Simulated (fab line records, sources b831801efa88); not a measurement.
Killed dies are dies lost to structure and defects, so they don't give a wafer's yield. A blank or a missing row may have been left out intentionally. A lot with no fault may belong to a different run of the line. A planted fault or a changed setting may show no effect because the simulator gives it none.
fab line records	flow sfqLine
[record] lots = 13	wafers = 39	lastDay = 88
route steps=325 shown I1@74 M2@100 JJ@191 M5@207
lots that met no fault: from a run of the same line without faults
startH: start of the lot's first displayed wafer, in hours after the record's first day	waitH: hours from the lot's prior step to this one	" the same as in the row above	L1.1+2: several wafers, shown together as one row	- no value, or no start given	* or withheld: withheld	< > ~ a bound
route shown NAME@n: names a module that has steps shown in the file, with the first one's number in the route	usual: average and standard deviation across the fault-free wafers	same: alike in all rows	chamber/n: place in a boat	sites: the reading at each site	_std_site: the standard deviation of these	_edge_site: the outer-site mean with the inner-site mean subtracted	radiusMm: for every site, how far away it sits from the centre of the wafer	mask NAME#n: copy n	behind: tool/chamber where the wafer was last shaped	hold: the reason the lot was held/the length of the hold in hours/how it ended	device: transistor that didn't switch, given as n, p or np	end of line: the route-end tests of the same wafers	for a step that has no rows: nothing shown but its recipe	killed: dies lost to structure and defects at the first sort, not the wafer's yield	map: a wafer's dies, x killed, . not, _ none there
set.NAME: the setting that was run; set.NAME@STEP: the one run at that earlier step	model.NAME: the simulator's own value behind a step, which no gauge read
steps of the route over a sample of lots; a table a step, a row a wafer
services: a tool's chamber out of use, with start hour (startH, from the record's first day; less than 0 if before it), hours out, and reason
[[steps]]
[step SFQ_TRILAYER_I1_CMP_CMP_046]
[recipe] material = SiO2	downForcePsi = 3	platenRpm = 60	padVelocityMS = 0.94248
[usual] motorCurrentA = 10.2/0.81	slurryFilterDpKPa = 13.49/0.14	timeToEndpointS = 215/8
lot.wafer	tool	chamber	startH	waitH	motorCurrentA	slurryFilterDpKPa	timeToEndpointS
L383.1	cmp-02	2	325.44	0.6	8.9	13.28	211
L383.2	"	1	326.94	2.1	9.9	13.64	214
L383.6	"	3	327.94	3.1	11.5	13.56	227
L384.1	cmp-01	1	334.04	2.0	10.8	13.36	221
L384.4	"	2	"	"	10.7	13.52	218
L384.5	"	0	335.54	3.5	9.0	13.56	220
L385.4	cmp-01	3	343.62	0.0	11.2	13.51	205
L385.1	"	2	345.12	1.5	10.8	13.61	205
L385.6	"	0	346.12	2.5	9.0	13.36	223
L386.1	cmp-01	0	352.03	0.8	9.2	13.67	216
L386.6	"	3	353.53	2.3	10.9	13.57	208
L386.5	"	0	"	"	8.9	13.24	227
L387.4	cmp-02	0	360.84	0.0	10.3	13.47	224
L387.3	"	1	"	"	9.9	13.59	210
L387.6	"	1	363.34	2.5	9.9	13.17	212
L388.3	cmp-01	0	383.46	1.8	9.3	13.42	229
L388.1	"	1	"	"	10.4	13.43	224
L388.4	"	2	"	"	11.1	13.29	226
L389.2	cmp-01	0	398.96	1.7	8.9	13.56	206
L389.4	"	1	"	"	10.4	13.61	218
L389.1	"	2	"	"	11.2	13.37	214
L390.4	cmp-02	3	404.88	0.4	11.8	13.35	222
L390.6	"	3	406.88	2.4	11.5	13.44	228
L390.5	"	0	"	"	9.9	13.55	225
L391.4	cmp-01	2	417.17	4.2	10.3	13.67	210
L391.3	"	3	"	"	10.2	13.71	210
L391.2	"	0	"	"	8.7	13.50	219
L393.1	cmp-01	1	441.48	1.0	10.5	13.57	205
L393.4	"	2	"	"	11.1	13.61	209
L393.5	"	1	443.48	2.9	10.8	13.36	228
L394.2	cmp-01	2	446.98	2.8	9.9	13.46	202
L394.4	"	1	448.48	4.3	11.1	13.23	215
L394.6	"	2	"	"	11.2	13.53	215
L400.4	cmp-01	2	494.11	0.0	10.2	13.47	218
L400.1	"	3	"	"	10.4	13.62	206
L400.5	"	2	496.11	2.0	10.5	13.42	224
L404.3	cmp-02	1	526.49	3.8	10.0	13.36	209
L404.1	"	0	527.99	5.3	9.5	13.76	210
L404.6	"	1	"	"	9.6	13.47	223
[step SFQ_TRILAYER_I1_METRO_MEASURE_047]
[usual] thkNm = 199.6/1.3
lot.wafer	tool	chamber	startH	waitH	thkNm
L383.1	filmMetro-03	-	328.56	0.1	198.2
L383.2	"	-	"	"	198.0
L383.6	"	-	"	"	200.0
L384.1	filmMetro-02	-	336.66	0.1	200.1
L384.4	"	-	"	"	200.3
L384.5	"	-	"	"	200.7
L385.1	filmMetro-04	-	346.74	0.1	198.5
L385.4	"	-	"	"	200.0
L385.6	"	-	"	"	201.1
L386.1	filmMetro-03	-	354.65	0.1	200.1
L386.5	"	-	"	"	201.8
L386.6	"	-	"	"	198.1
L387.3	filmMetro-04	-	364.36	0.5	201.1
L387.4	"	-	"	"	201.5
L387.6	"	-	"	"	199.5
L388.1	filmMetro-03	-	386.58	0.1	201.0
L388.3	"	-	"	"	198.9
L388.4	"	-	"	"	199.0
L389.1	filmMetro-03	-	401.58	0.1	200.2
L389.2	"	-	"	"	200.4
L389.4	"	-	"	"	202.1
L390.4	filmMetro-04	-	408.60	0.6	199.6
L390.5	"	-	"	"	200.9
L390.6	"	-	"	"	200.4
L391.2	filmMetro-02	-	419.99	0.3	201.5
L391.3	"	-	"	"	198.0
L391.4	"	-	"	"	199.3
L393.1	filmMetro-02	-	444.10	0.1	200.4
L393.4	"	-	"	"	197.5
L393.5	"	-	"	"	198.8
L394.2	filmMetro-03	-	450.30	0.3	196.6
L394.4	"	-	"	"	198.7
L394.6	"	-	"	"	197.8
L400.1	filmMetro-04	-	497.23	0.1	198.3
L400.4	"	-	"	"	183.2
L400.5	"	-	"	"	184.3
L404.1	filmMetro-03	-	529.61	0.1	201.2
L404.3	"	-	"	"	199.2
L404.6	"	-	"	"	200.9
[step SFQ_TRILAYER_I1_VIA_ETCH_VIA_ETCH_052]
[recipe] target = SiO2	stopOn = Nb	maskMaterial = PR	taperDeg = 20	chemistry = CHF3	targetDepthNm = 260	sourceW = 500	biasW = 80	pressureMtorr = 30	timeS = withheld
[usual] drypumpMotorCurrentA = 5.8/0.49	oesProductAu = 0.854/0.0053
lot.wafer	tool	chamber	startH	waitH	drypumpMotorCurrentA	oesProductAu
L383.1	rieDiel-02	1	352.74	0.0	6.3	0.855
L383.2	"	0	"	"	6.2	0.847
L383.6	"	1	"	"	6.3	0.847
L384.1	rieDiel-02	1	361.16	0.0	6.3	0.856
L384.4	"	2	"	"	6.1	0.849
L384.5	"	1	"	"	6.3	0.857
L385.1	rieDiel-03	3	372.69	0.0	6.1	0.851
L385.4	"	2	"	"	5.0	0.861
L385.6	"	0	"	"	4.9	0.858
L386.1	rieDiel-01	0	378.69	0.0	6.0	0.858
L386.5	"	0	"	"	6.0	0.857
L386.6	"	1	"	"	4.8	0.850
L387.3	rieDiel-02	2	387.09	0.0	6.0	0.862
L387.4	"	3	"	"	5.6	0.858
L387.6	"	0	"	"	6.1	0.847
L388.1	rieDiel-02	2	405.09	0.0	6.0	0.860
L388.3	"	0	"	"	6.1	0.862
L388.4	"	3	"	"	5.6	0.853
L389.1	rieDiel-03	0	421.07	0.0	4.9	0.858
L389.2	"	1	"	"	6.3	0.858
L389.4	"	3	"	"	6.1	0.858
L390.4	rieDiel-03	1	425.87	0.0	6.3	0.855
L390.5	"	2	"	"	5.0	0.860
L390.6	"	1	"	"	6.3	0.853
L391.2	rieDiel-01	3	434.27	0.0	5.8	0.854
L391.3	"	0	"	"	6.0	0.848
L391.4	"	1	"	"	4.8	0.853
L393.1	rieDiel-03	0	459.47	0.0	4.9	0.855
L393.4	"	1	"	"	6.3	0.845
L393.5	"	2	"	"	5.0	0.852
L394.2	rieDiel-02	0	466.67	0.0	6.1	0.845
L394.4	"	1	"	"	6.3	0.852
L394.6	"	3	"	"	5.6	0.847
L400.1	rieDiel-02	0	531.16	0.0	6.1	0.848
L400.4	"	3	"	"	5.6	0.807
L400.5	"	0	"	"	6.1	0.822
L404.1	rieDiel-03	2	563.88	0.0	5.0	0.851
L404.3	"	1	"	"	6.3	0.861
L404.6	"	1	"	"	6.3	0.858
[step SFQ_TRILAYER_M2_ETCH_METAL_ETCH_060]
[recipe] target = Nb	stopOn = SiO2	maskMaterial = PR	chemistry = Cl2/Ar	targetDepthNm = 240	icpW = 600	biasW = 80	pressureMtorr = 10	timeS = 120
[usual] drypumpMotorCurrentA = 5.53/0.21	oesProductAu = 0.894/0.0069
lot.wafer	tool	chamber	startH	waitH	drypumpMotorCurrentA	oesProductAu	rfHoursCounterH
L383.1	rieMetal-01	1	377.51	0.0	5.56	0.889	78
L383.2	"	0	"	"	5.45	0.898	136
L383.6	"	0	"	"	5.40	0.887	-
L384.1	rieMetal-02	0	384.71	0.0	5.21	0.884	102
L384.4	"	0	"	"	5.20	0.879	-
L384.5	"	0	"	"	5.20	0.879	-
L385.1	rieMetal-02	0	391.91	0.0	5.23	0.901	104
L385.4	"	1	"	"	5.81	0.889	-
L385.6	"	1	"	"	5.82	0.899	-
L386.1	rieMetal-01	1	397.91	0.0	5.61	0.894	82
L386.5	"	1	"	"	5.57	0.897	-
L386.6	"	0	"	"	5.42	0.899	-
L387.3	rieMetal-02	1	406.74	0.1	5.82	0.899	-
L387.4	"	0	"	"	5.22	0.894	-
L387.6	"	0	"	"	5.21	0.886	-
L388.1	rieMetal-02	1	423.49	0.0	5.80	0.893	99
L388.3	"	0	"	"	5.21	0.897	-
L388.4	"	1	"	"	5.81	0.884	-
L389.1	rieMetal-02	0	435.49	0.0	5.23	0.904	112
L389.2	"	1	"	"	5.83	0.898	101
L389.4	"	0	"	"	5.23	0.892	-
L390.4	rieMetal-02	0	442.74	0.1	5.21	0.894	-
L390.5	"	1	"	"	5.81	0.885	-
L390.6	"	0	"	"	5.22	0.897	-
L391.2	rieMetal-02	0	451.09	0.0	5.22	0.887	115
L391.3	"	0	"	"	5.23	0.887	-
L391.4	"	1	"	"	5.83	0.892	-
L393.1	rieMetal-04	1	476.39	0.0	5.56	0.895	133
L393.4	"	1	"	"	5.55	0.896	-
L393.5	"	0	"	"	5.59	0.903	-
L394.2	rieMetal-02	0	502.38	0.0	5.24	0.902	122
L394.4	"	1	"	"	5.84	0.903	-
L394.6	"	0	"	"	5.21	0.902	-
L400.1	rieMetal-02	1	567.50	0.0	5.82	0.888	122
L400.4	"	0	"	"	5.22	0.903	-
L400.5	"	1	"	"	5.82	0.886	-
L404.1	rieMetal-04	1	597.50	0.0	5.56	0.894	154
L404.3	"	0	"	"	5.58	0.894	-
L404.6	"	1	"	"	5.55	0.893	-
[step SFQ_JJ_OVL_MEAS_931]
[usual] J5_OVL = 2/5.8
lot.wafer	tool	chamber	startH	waitH	J5_OVL[nm]
L383.1	overlay-01	-	1017.06	0.1	4
L383.2	"	-	"	"	8
L383.6	"	-	"	"	18
L384.1	overlay-01	-	1020.58	0.1	-7
L384.4	"	-	"	"	-9
L384.5	"	-	"	"	-3
L385.1	overlay-02	-	1022.98	0.1	-4
L385.4	"	-	"	"	1
L385.6	"	-	"	"	1
L386.1	overlay-02	-	1024.18	0.1	0
L386.5	"	-	"	"	-5
L386.6	"	-	"	"	0
L387.3	overlay-02	-	1025.39	0.1	-9
L387.4	"	-	"	"	-7
L387.6	"	-	"	"	-8
L388.1	overlay-02	-	1074.91	0.1	5
L388.3	"	-	"	"	0
L388.4	"	-	"	"	0
L389.1	overlay-01	-	1213.09	0.1	4
L389.2	"	-	"	"	-8
L389.4	"	-	"	"	-12
L390.4	overlay-01	-	1237.60	0.1	10
L390.5	"	-	"	"	-4
L390.6	"	-	"	"	5
L391.2	overlay-02	-	1244.67	0.1	13
L391.3	"	-	"	"	3
L391.4	"	-	"	"	13
L393.1	overlay-01	-	1399.43	0.1	4
L393.4	"	-	"	"	4
L393.5	"	-	"	"	5
L394.2	overlay-01	-	1406.63	0.1	2
L394.4	"	-	"	"	1
L394.6	"	-	"	"	-4
L400.1	overlay-02	-	1481.97	0.1	8
L400.4	"	-	"	"	2
L400.5	"	-	"	"	5
L404.1	overlay-01	-	1504.70	0.1	5
L404.3	"	-	"	"	2
L404.6	"	-	"	"	3
[step SFQ_TRILAYER_M5_STRIP_STRIP_127]
[recipe] gas = O2	powerW = 200	platenTempC = 40	overashFraction = 0.65	chemistry = O2	pressureMtorr = 50
[usual] drypumpMotorCurrentA = 5.50/0.27	oesProductAu = 1.001/0.0081	platenTempC = 39.99/0.098
lot.wafer	tool	chamber	startH	waitH	drypumpMotorCurrentA	oesProductAu	platenTempC	rfHoursCounterH
L383.1	rieMetal-02	1	1154.30	0.1	5.84	0.992	40.09	30
L383.2	"	0	"	"	5.22	0.993	39.93	49
L383.6	"	1	"	"	5.83	0.991	40.14	-
L384.1	rieMetal-01	1	1155.50	0.1	5.55	1.007	40.08	39
L384.4	"	0	"	"	5.38	0.996	39.91	-
L384.5	"	0	"	"	5.41	0.994	40.18	-
L385.1	rieMetal-02	0	1156.70	0.1	5.20	0.990	40.11	50
L385.4	"	1	"	"	5.85	0.992	40.03	-
L385.6	"	1	"	"	5.82	0.995	40.06	-
L386.1	rieMetal-01	0	1161.30	0.1	5.36	0.993	40.13	82
L386.5	"	0	"	"	5.39	0.993	39.99	-
L386.6	"	1	"	"	5.58	1.005	39.94	-
L387.3	rieMetal-02	1	1162.70	0.3	5.83	1.004	40.02	-
L387.4	"	0	"	"	5.22	0.994	39.96	-
L387.6	"	1	"	"	5.82	1.003	39.94	-
L388.1	rieMetal-01	1	1163.70	0.1	5.61	1.000	40.11	40
L388.3	"	1	"	"	5.57	1.000	39.92	-
L388.4	"	0	"	"	5.43	1.005	39.66	-
L389.1	rieMetal-02	0	1218.34	0.1	5.23	1.003	40.12	58
L389.2	"	1	"	"	5.81	1.010	39.97	39
L389.4	"	0	"	"	5.22	0.999	40.19	-
L390.4	rieMetal-03	1	1243.03	0.3	5.81	0.998	40.03	-
L390.5	"	0	"	"	5.16	1.001	39.92	-
L390.6	"	1	"	"	5.81	1.002	40.02	-
L391.2	rieMetal-01	1	1249.93	0.1	5.61	1.003	39.96	51
L391.3	"	1	"	"	5.59	1.011	40.00	-
L391.4	"	0	"	"	5.39	0.997	40.05	-
L393.1	rieMetal-02	1	1404.69	0.1	5.81	0.994	39.99	64
L393.4	"	0	"	"	5.23	0.996	39.83	-
L393.5	"	0	"	"	5.20	0.990	39.98	-
L394.2	rieMetal-03	0	1412.54	0.1	5.17	1.010	39.96	120
L394.4	"	1	"	"	5.80	1.030	39.94	-
L394.6	"	1	"	"	5.80	1.012	39.98	-
L400.1	rieMetal-03	0	1618.30	0.1	5.18	1.028	39.88	9
L400.4	"	1	"	"	5.82	0.998	39.96	-
L400.5	"	1	"	"	5.80	1.010	40.04	-
L404.1	rieMetal-02	1	1648.00	0.1	5.84	1.005	39.87	95
L404.3	"	1	"	"	5.84	1.000	39.94	-
L404.6	"	1	"	"	5.84	1.004	40.03	-
[[services]]
tool	chamber	startH	hours	kind
rieMetal-02	-	367.95	0.2	repair
cmp-01	-	428.46	0.5	repair
rieMetal-02	-	446.38	1.4	pm
rieMetal-02	-	477.06	2.8	pm
rieMetal-02	-	492.57	2.2	repair
cmp-01	-	524.39	1.4	repair
cmp-01	-	576.16	4.0	pm
rieMetal-02	-	580.08	14.6	pm
cmp-01	-	637.67	10.1	pm
cmp-01	-	646.81	1.6	repair
cmp-01	-	681.39	1.4	repair
cmp-01	-	701.49	0.9	repair
cmp-01	-	767.02	15.8	repair
cmp-01	-	782.77	13.8	pm
rieMetal-02	0	821.26	1.5	repair
rieMetal-02	0	937.10	4.1	repair
rieMetal-02	-	999.87	0.5	repair
rieMetal-02	1	1075.55	18.5	repair
rieMetal-02	-	1104.99	5.5	repair
rieMetal-02	-	1298.99	0.2	repair
rieMetal-02	0	1361.22	2.4	repair
rieMetal-02	1	1387.53	2.1	repair
rieMetal-02	0	1476.11	10.8	repair
rieMetal-02	-	1576.83	2.8	pm
[[key]]
[firstSign] step = SFQ_TRILAYER_I1_METRO_MEASURE_047	reading = thkNm	direction = down	sigmas = 12	usual = 199.6	struck = 183.7
[effect] step = SFQ_TRILAYER_I1_VIA_ETCH_VIA_ETCH_052	reading = oesProductAu	direction = down	sigmas = 7.4	usual = 0.854	struck = 0.815
metAt SFQ_TRILAYER_I1_CMP_CMP_046
struckLots L400
struckWafers L400.4,L400.5
notActingAt SFQ_TRILAYER_M2_ETCH_METAL_ETCH_060,SFQ_JJ_OVL_MEAS_931,SFQ_TRILAYER_M5_STRIP_STRIP_127
onsetBetween 446.98 494.11
[fault] kind = processParameterDrift	tool = cmp-01	chamber = 2	onsetH = 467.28	steps = SFQ_TRILAYER_I1_CMP_CMP_046	channel = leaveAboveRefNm	offset = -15	shape = step	endH = 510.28	actsIn = theseRecipesOnly	stated = 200
